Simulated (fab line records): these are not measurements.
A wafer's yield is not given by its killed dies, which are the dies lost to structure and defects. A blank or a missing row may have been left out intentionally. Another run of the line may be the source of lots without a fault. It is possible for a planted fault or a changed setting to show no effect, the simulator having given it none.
Matching of chambers :: flow gf180mcu :: GF_V4_CVD_02 on pecvd-03 has 3 sister chambers
The step deposits SiO2 from TEOS, target thk 850 nm, time 94.851 s. 18 wafers are shown with their chamber, then 9 later ones without.

## WAFERS, EACH WITH ITS CHAMBER
wafer: L074.3
chamber: 0
heaterPowerW (W): 657
heaterPowerOuterW (W): 380

wafer: L074.5
chamber: 2
heaterPowerW (W): 523
heaterPowerOuterW (W): 317

wafer: L074.6
chamber: 1
heaterPowerW (W): 754
heaterPowerOuterW (W): 428

wafer: L076.4
chamber: 1
heaterPowerW (W): 683
heaterPowerOuterW (W): 356

wafer: L076.5
chamber: 2
heaterPowerW (W): 411
heaterPowerOuterW (W): 223

wafer: L076.6
chamber: 0
heaterPowerW (W): 617
heaterPowerOuterW (W): 372

wafer: L078.1
chamber: 2
heaterPowerW (W): 423
heaterPowerOuterW (W): 250

wafer: L078.5
chamber: 1
heaterPowerW (W): 840
heaterPowerOuterW (W): 473

wafer: L078.6
chamber: 2
heaterPowerW (W): 475
heaterPowerOuterW (W): 282

wafer: L081.2
chamber: 1
heaterPowerW (W): 812
heaterPowerOuterW (W): 453

wafer: L081.4
chamber: 2
heaterPowerW (W): 457
heaterPowerOuterW (W): 267

wafer: L081.6
chamber: 1
heaterPowerW (W): 824
heaterPowerOuterW (W): 481

wafer: L082.3
chamber: 0
heaterPowerW (W): 648
heaterPowerOuterW (W): 377

wafer: L082.4
chamber: 0
heaterPowerW (W): 718
heaterPowerOuterW (W): 435

wafer: L082.5
chamber: 2
heaterPowerW (W): 405
heaterPowerOuterW (W): 235

wafer: L086.1
chamber: 0
heaterPowerW (W): 714
heaterPowerOuterW (W): 433

wafer: L086.2
chamber: 1
heaterPowerW (W): 829
heaterPowerOuterW (W): 460

wafer: L086.6
chamber: 0
heaterPowerW (W): 746
heaterPowerOuterW (W): 461

SIGNATURES (averages over the wafers above)
reading: heaterPowerW
chamber 0: 683.33
chamber 1: 790.33
chamber 2: 449.00
scatter within a chamber: 52.3

reading: heaterPowerOuterW
chamber 0: 409.67
chamber 1: 441.83
chamber 2: 262.33
scatter within a chamber: 39.6
Rule: distance of a wafer from a chamber = root of the sum over the readings of ((wafer's reading minus chamber's mean) / reading's scatter) squared. The wafer belongs to the nearest chamber; if the next one is less than 2 further off, it can't be placed. The scatter is the square root of a quotient: the sum, over the shown wafers, of each reading's squared deviation from its chamber's mean, divided by wafers minus chambers.

## WAFERS WITHOUT THEIR CHAMBER
wafer: L087.1
heaterPowerW (W): 692
heaterPowerOuterW (W): 395

wafer: L087.3
heaterPowerW (W): 812
heaterPowerOuterW (W): 451

wafer: L087.4
heaterPowerW (W): 842
heaterPowerOuterW (W): 484

wafer: L090.3
heaterPowerW (W): 765
heaterPowerOuterW (W): 478

wafer: L090.4
heaterPowerW (W): 815
heaterPowerOuterW (W): 435

wafer: L090.5
heaterPowerW (W): 465
heaterPowerOuterW (W): 270

wafer: L096.1
heaterPowerW (W): 496
heaterPowerOuterW (W): 299

wafer: L096.3
heaterPowerW (W): 711
heaterPowerOuterW (W): 428

wafer: L096.5
heaterPowerW (W): 787
heaterPowerOuterW (W): 439

## CHAMBER TAKEN BY EACH
wafer: L087.1
from the rows above: can't be placed: 0 or 1
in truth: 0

wafer: L087.3
from the rows above: 1
in truth: 1

wafer: L087.4
from the rows above: 1
in truth: 1

wafer: L090.3
from the rows above: can't be placed: 1 or 0
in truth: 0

wafer: L090.4
from the rows above: 1
in truth: 1

wafer: L090.5
from the rows above: 2
in truth: 2

wafer: L096.1
from the rows above: 2
in truth: 2

wafer: L096.3
from the rows above: can't be placed: 0 or 1
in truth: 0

wafer: L096.5
from the rows above: 1
in truth: 1
6 of 9 placed correctly. Not placeable from these rows: 3 (in 3, the candidates include the true chamber). Wrongly placed: 0.
